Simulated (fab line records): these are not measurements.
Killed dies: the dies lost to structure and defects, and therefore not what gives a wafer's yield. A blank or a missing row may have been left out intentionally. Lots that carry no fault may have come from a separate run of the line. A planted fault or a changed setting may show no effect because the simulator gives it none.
A single fault, viewed from 2 desks ; flow gf180mcu ; only its own numbers are on each desk; what lay behind them is given at the end

THE METROLOGY DESK
What the gauges read for every lot (on any tool): the sampled wafers with a number, averaged. If a lot's mean is further than 4 standard deviations from the usual mean, the lot is out of limits and carries the mark OUT (the distance appears in the brackets).
Columns: A = V5_CVD_00_THK at GF_V5_THK_MEAS_01, usual 299.0 nm; B = TOP_METAL_OVL at GF_TOP_METAL_OVL_MEAS_15, usual 0.3 nm
lot;first seen here;A;B
L197;day 26 10:18;297.4;0.5
L199;day 27 03:01;296.9;0.5
L201;day 27 18:40;297.9;0.3
L202;day 28 02:13;302.2;0.8
L203;day 28 08:35;301.1;0.6
L206;day 29 11:29;296.7;0.4
L207;day 29 13:43;298.6;0.1
L208;day 30 01:09;304.7;-0.1
L209;day 30 03:31;301.4;0.2
L212;day 31 01:28;296.8;0.5
L219;day 32 17:55;299.0;-1.2
L218;day 32 19:50;296.6;1.9
L220;day 33 01:32;297.8;1.6
Finding of this desk: none of the 13 lots has anything out of limits.

AT THE TOOL OWNER'S DESK: pvdSputter-03
At GF_MIM_SPUTTER_04 (material TiN, target thk 50 nm, time 41.7 s) the tool's own readings: per lot run on this tool, the mean of the sampled wafers that have a number. If a lot's mean is further than 4 standard deviations from the usual mean, the lot is out of limits and carries the mark OUT (the distance appears in the brackets).
Columns: A = cathodeDcPowerW at GF_MIM_SPUTTER_04, usual 6499.9 W; B = throttleValvePct at GF_MIM_SPUTTER_04, usual 29.7 %
lot;first seen here;A;B
L197;day 24 13:29;6499.9;29.6
L199;day 25 06:49;6499.7;29.7
L201;day 26 00:55;6500.3;29.6
L202;day 26 07:38;6500.0;29.4
L206;day 27 19:14;6500.7;29.3
L208;day 28 08:58;6500.1;30.0
L209;day 28 11:49;6500.3;29.5
L219;day 31 06:04;6499.9;29.4
Finding of this desk: none of the 8 lots has anything out of limits.

ALL TOGETHER
Nothing out of limits was seen by the metrology desk.
The desk of the tool owner found nothing out of limits.

WHAT THE SIMULATOR HAD INSERTED
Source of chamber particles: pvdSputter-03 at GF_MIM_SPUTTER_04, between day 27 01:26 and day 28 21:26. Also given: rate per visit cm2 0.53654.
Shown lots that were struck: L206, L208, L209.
